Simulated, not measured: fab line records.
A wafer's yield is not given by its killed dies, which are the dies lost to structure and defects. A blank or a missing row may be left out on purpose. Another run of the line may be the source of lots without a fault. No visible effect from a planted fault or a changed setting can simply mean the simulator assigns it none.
One fault through the eyes of 2 desks / flow sky130 / every desk sees just its own numbers, and what lay behind them comes last

AT THE TOOL OWNER'S DESK: cvd_w-02
The tool's own readings at SKY_VIA4_CVD_18 (deposits W, target thk 505 nm, time 152.14 s): means of the sampled wafers that have a number, for each lot that ran on this tool. Marked OUT: a lot whose mean sits more than 4 standard deviations from the usual mean, which makes it out of limits; the brackets give that distance.
Columns: A = heater_power_w at SKY_VIA4_CVD_18, usual 842 W; B = susceptor_temp_C at SKY_VIA4_CVD_18, usual 402.09 C
lot=L157; first seen here=day 43 19:01; A=897; B=402.50
lot=L160; first seen here=day 44 12:38; A=844; B=402.00
lot=L167; first seen here=day 46 14:30; A=839; B=401.86
lot=L169; first seen here=day 46 19:27; A=852; B=402.10
lot=L172; first seen here=day 47 15:46; A=742; B=402.27
lot=L174; first seen here=day 47 21:50; A=794; B=402.03
lot=L176; first seen here=day 48 07:38; A=858; B=402.30
lot=L177; first seen here=day 48 17:13; A=863; B=402.23
This desk found nothing out of limits on any of the 8 lots.

THE METROLOGY DESK
What the gauges read, lot by lot, whatever tool the lot ran on: means of the sampled wafers that have a number. Marked OUT: a lot whose mean sits more than 4 standard deviations from the usual mean, which makes it out of limits; the brackets give that distance.
Columns: A = VIA4_W_RS at SKY_VIA4_RS_MEAS_19, usual 0.216 ohm/sq; B = VIA4_W_THK at SKY_VIA4_THK_MEAS_20, usual 517 nm
lot=L157; first seen here=day 43 19:11; A=0.152 (-14) OUT; B=714 (+16) OUT
lot=L160; first seen here=day 44 12:46; A=0.153 (-14) OUT; B=731 (+18) OUT
lot=L167; first seen here=day 46 14:38; A=0.212; B=526
lot=L169; first seen here=day 46 19:37; A=0.213; B=522
lot=L172; first seen here=day 47 15:55; A=0.220; B=508
lot=L173; first seen here=day 47 21:50; A=0.215; B=517
lot=L174; first seen here=day 47 22:01; A=0.219; B=511
lot=L176; first seen here=day 48 07:46; A=0.214; B=522
lot=L177; first seen here=day 48 17:24; A=0.214; B=522
This desk finds L157, L160 out of limits, with the earliest case on L157 at day 43 19:11 (VIA4_W_RS at SKY_VIA4_RS_MEAS_19). L167, L169, L172, L173, L174, L176, L177 stayed within limits.

PUT TOGETHER
At day 43 19:11 the metrology desk could have sounded an alarm, on L157, L160.
The desk of the tool owner found nothing out of limits.
Tool owner's desk: L157, L160 on record, inside its limits.
Of the lots named, all ran SKY_VIA4_CVD_18 on cvd_w-02.

WHAT WAS PUT IN BY THE SIMULATOR
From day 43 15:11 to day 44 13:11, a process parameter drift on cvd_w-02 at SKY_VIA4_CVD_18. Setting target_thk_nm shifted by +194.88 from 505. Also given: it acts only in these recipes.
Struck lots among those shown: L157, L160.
Delay in hours, fault start to first out-of-limits reading, per desk: metrology desk 4.
